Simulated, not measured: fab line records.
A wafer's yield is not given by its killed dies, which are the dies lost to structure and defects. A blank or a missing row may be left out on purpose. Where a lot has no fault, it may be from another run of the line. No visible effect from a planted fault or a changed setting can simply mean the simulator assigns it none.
The tool behind it: which one? + flow gf180mcu + Sampling: 7 lots, 21 wafers, 2 of 602 route steps

## WHAT THE GAUGES READ, wafer by wafer
GF_SALICIDE_RS_MEAS_04: a four-point-probe measurement.
| lot  | measured     | on            | SALICIDE_TIN_RS (ohm/sq) |
|------|--------------|---------------|--------------------------|
| L673 | day 15 12:58 | film-metro-04 | 16.47 16.54 16.34        |
| L678 | day 17 06:37 | film-metro-03 | 16.53 21.94 21.87        |
| L682 | day 18 18:55 | film-metro-03 | 22.17 21.87 21.94        |
| L688 | day 21 05:37 | film-metro-02 | 15.91 15.95 16.00        |
| L690 | day 21 16:03 | film-metro-03 | 16.11 16.09 16.08        |
| L692 | day 22 08:11 | film-metro-03 | 16.25 16.53 16.07        |
| L695 | day 23 04:37 | film-metro-04 | 16.20 16.08 16.09        |

## TOOL THAT RAN EACH LOT (tool first, then ch and the chambers of the sampled wafers, then the start)
| lot  | GF_SALICIDE_SPUTTER_02       |
|------|------------------------------|
| L673 | pvd-sputter-04, day 15 12:55 |
| L678 | pvd-sputter-04, day 17 06:32 |
| L682 | pvd-sputter-04, day 18 18:48 |
| L688 | pvd-sputter-02, day 21 05:32 |
| L690 | pvd-sputter-04, day 21 15:57 |
| L692 | pvd-sputter-01, day 22 08:08 |
| L695 | pvd-sputter-04, day 23 04:34 |
- GF_SALICIDE_SPUTTER_02: material Co, target thk 10 nm, time 20 s.

## THE ANSWER, worked out from the rows above alone
Rule: usual is defined by the lots themselves. Put in order of their means at a reading, lots are off if they are a third of the lots or fewer, leave a main group of 4 or more, and stand apart from it by a gap of 3 or more times the standard deviation of the main group's means; of several such gaps the widest counts. The tables above print the reading to a certain number of digits; a main group whose means all agree to those digits is not used. Also off: a lot with no number at a reading for which 4 or more lots have one. The other lots that the step has rows for count as sound.
Off: L678, L682, at GF_SALICIDE_RS_MEAS_04 (SALICIDE_TIN_RS). Main group: mean 16.18 ohm/sq, sd 0.17.
If a tool, at a process step before that reading, ran all the lots that are off and no sound lot after the first of them, it fits. The gauges at GF_SALICIDE_RS_MEAS_04 are tried like those tools. No candidate that was tried fits.

## WHAT THE SIMULATOR PUT IN
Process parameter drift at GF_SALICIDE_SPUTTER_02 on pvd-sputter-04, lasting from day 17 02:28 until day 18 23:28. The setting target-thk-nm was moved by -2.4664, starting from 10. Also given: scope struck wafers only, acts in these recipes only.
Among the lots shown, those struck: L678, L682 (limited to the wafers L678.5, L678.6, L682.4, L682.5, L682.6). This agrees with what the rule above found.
